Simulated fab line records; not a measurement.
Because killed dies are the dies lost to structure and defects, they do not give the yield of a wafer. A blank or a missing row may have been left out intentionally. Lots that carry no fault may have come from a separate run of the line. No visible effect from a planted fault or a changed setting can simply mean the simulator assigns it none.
Struck lot and sound lot, side by side	flow sky130	16 out of 708 route steps
Sound: these wafers, L537.1, L537.2, L537.6. Struck: wafers L542.1, L542.3, L542.5. The cause is given at the end.
At each step with rows: each side's tool, then ch and its chambers, then its first start. Under that, the readings that differ: sound wafers	struck wafers	difference of the means	sigmas: that difference in standard deviations of wafers without a fault.
alike: a reading whose means differ by less than 2 such deviations, as well as words and numbers matching on both sides. not compared: withheld readings; readings where some wafer has no value; bounds like >300 that might hide an equal value; numbers whose values overlap and for which the record gives no deviation.
The two part at a step that has a row with sigmas, a row that says differs or no value, or rows on one side only. When numbers do not overlap yet have no deviation, they are printed without sigmas and do not part them. A reading missing from all wafers of one side parts the sides only when that side holds two or more wafers.

first, 5 steps without rows for these wafers: SKY_POLY_GATE_COAT_08 (resist thk 450 nm); SKY_POLY_GATE_SOFTBAKE_09 (time 88.72 s); SKY_POLY_GATE_EXPOSE_10 (exposes mask P1M, target cd 150 nm); SKY_POLY_GATE_PEB_11; SKY_POLY_GATE_DEVELOP_12 (develop time 60 s).
SKY_POLY_GATE_CD_MEAS_13: target cd 150 nm.
  struck on cd_sem-02, day 20 19:41; sound on cd_sem-01, day 18 14:50
  alike: cd_nm
SKY_POLY_GATE_OVL_MEAS_14:
  struck on overlay-01, day 20 19:48; sound on overlay-01, day 18 14:57
  alike: POLY_GATE_OVL
SKY_POLY_GATE_ETCH_15: etches BARC in N2/H2, stops on SiO2, time 118.5 s, target depth 110 nm.
  sound on rie_diel-03 ch 0,1, day 18 14:59; struck on rie_diel-01 ch 1,2,3, day 20 19:50
  alike: drypump_motor_current_A, oes_product_au, throttle_valve_pct
  not compared: rf_hours_counter_h
SKY_POLY_GATE_ETCH_16: etches Si3N4 in CH3F/O2, stops on poly-Si, time 147.5 s, target depth 75 nm.
  sound on rie_diel-03 ch 0,1, day 18 15:04; struck on rie_diel-01 ch 1,2,3, day 20 19:55
  alike: O2_flow_sccm, drypump_motor_current_A, oes_product_au, throttle_valve_pct
  not compared: rf_hours_counter_h
SKY_POLY_GATE_ETCH_17: etches poly-Si in HBr/Cl2, stops on SiO2, target depth 180 nm, time 70.5 s.
  sound on rie_si-01 ch 2,3, day 18 15:10; struck on rie_si-01 ch 0,1,3, day 20 20:01
  alike: drypump_motor_current_A, oes_product_au, throttle_valve_pct
  not compared: rf_hours_counter_h
SKY_POLY_GATE_STRIP_18: strips in O2/N2.
  sound on plasma_asher-02 ch 0,1, day 18 15:14; struck on plasma_asher-02 ch 0,1, day 20 20:04
reading	sound	struck	difference	sigmas
strip_time_to_endpoint_s (s)	3.109 3.121 3.123	3.188 3.145 3.194	+0.058	+2
  alike: drypump_motor_current_A, oes_product_au
  not compared: rf_hours_counter_h
then, 1 step without rows for these wafers: SKY_POLY_GATE_CLEAN_19 (cleans in SC1/SC2, time 150 s).
SKY_POLY_GATE_OXIDATION_20: stabilise 600 s, purge 300 s, target thk 4 nm.
  sound on furnace-01 ch 0, day 18 16:37; struck on furnace-01 ch 0, day 20 20:14
reading	sound	struck	difference	sigmas
spike_tc_bottom_C (C)	867.5 866.6 867.5	892.4 892.6 892.4	+25.3	+17
spike_tc_centre_C (C)	852.4 851.1 851.0	877.4 876.3 875.6	+24.9	+25
spike_tc_lower_C (C)	847.2 849.1 851.8	874.2 876.6 873.7	+25.5	+20
spike_tc_top_C (C)	857.6 859.1 858.0	882.0 882.4 883.5	+24.4	+8
spike_tc_upper_C (C)	846.9 846.6 845.0	871.2 873.3 873.9	+26.6	+20
zone_power_centre_pct (%)	18.68 18.41 18.20	20.14 20.03 19.66	+1.51	+5
model.SiO2_of_POLY_GATE_OXIDATION_20.thk_nm (nm)	3.888 3.932 3.955	5.283 5.272 5.322	+1.367	
SKY_POLY_GATE_THK_MEAS_21:
  struck on film_metro-02, day 20 21:29; sound on film_metro-01, day 18 17:52
reading	sound	struck	difference	sigmas
POLY_GATE_OXIDATION_THK (nm)	3.90 3.92 3.92	5.30 5.23 5.27	+1.35	+15
SKY_POLY_GATE_CD_MEAS_22:
  struck on cd_sem-02, day 20 21:32; sound on cd_sem-02, day 18 17:56
  alike: cd_nm
-- here the record skips 28 days between the struck wafers' starts before and after, leaving off in module POLY_GATE and picking up in module PAD_OPEN (first step shown: number 708 of the route) --
SKY_PAD_OPEN_PROBE_99:
  struck on prober-02, day 48 16:03; sound on prober-01, day 47 06:18
reading	sound	struck	difference	sigmas
model.etest.tip_sonos.rs_ohm_sq	2847 2828 2823	2929 2978 2964	+124	
model.etest.tip_p.rs_ohm_sq	6901 6844 6838	7095 7100 7078	+230	
model.etest.res_pdiff.line_ohm_um	1397 1392 1380	1479 1447 1446	+68	
model.etest.tip_n.rs_ohm_sq	439.1 442.6 442.5	466.3 466.7 467.4	+25.4	
model.etest.res_ndiff.line_ohm_um	763.3 762.9 758	802.4 785.5 791.7	+31.8	
model.etest.res_pdiff.rs_ohm_sq	202.6 204.9 203.3	208.4 207.8 205.9	+3.8	
  alike: killed_at_M0_to_M3, killed_at_M4_up, killed_at_contacts, killed_at_front_end, killed_at_other, killed_dies, killed_open, killed_short
  not compared: model.etest.res_pdiff_hv.rs_ohm_sq, model.etest.res_ndiff.rs_ohm_sq

## WHERE THEY PART
First at SKY_POLY_GATE_STRIP_18; last, within this record, at SKY_POLY_GATE_THK_MEAS_21. Later steps at which nothing parts them and some readings are alike: SKY_POLY_GATE_CD_MEAS_22, SKY_PAD_OPEN_PROBE_99.

WHY: what the simulator had put in
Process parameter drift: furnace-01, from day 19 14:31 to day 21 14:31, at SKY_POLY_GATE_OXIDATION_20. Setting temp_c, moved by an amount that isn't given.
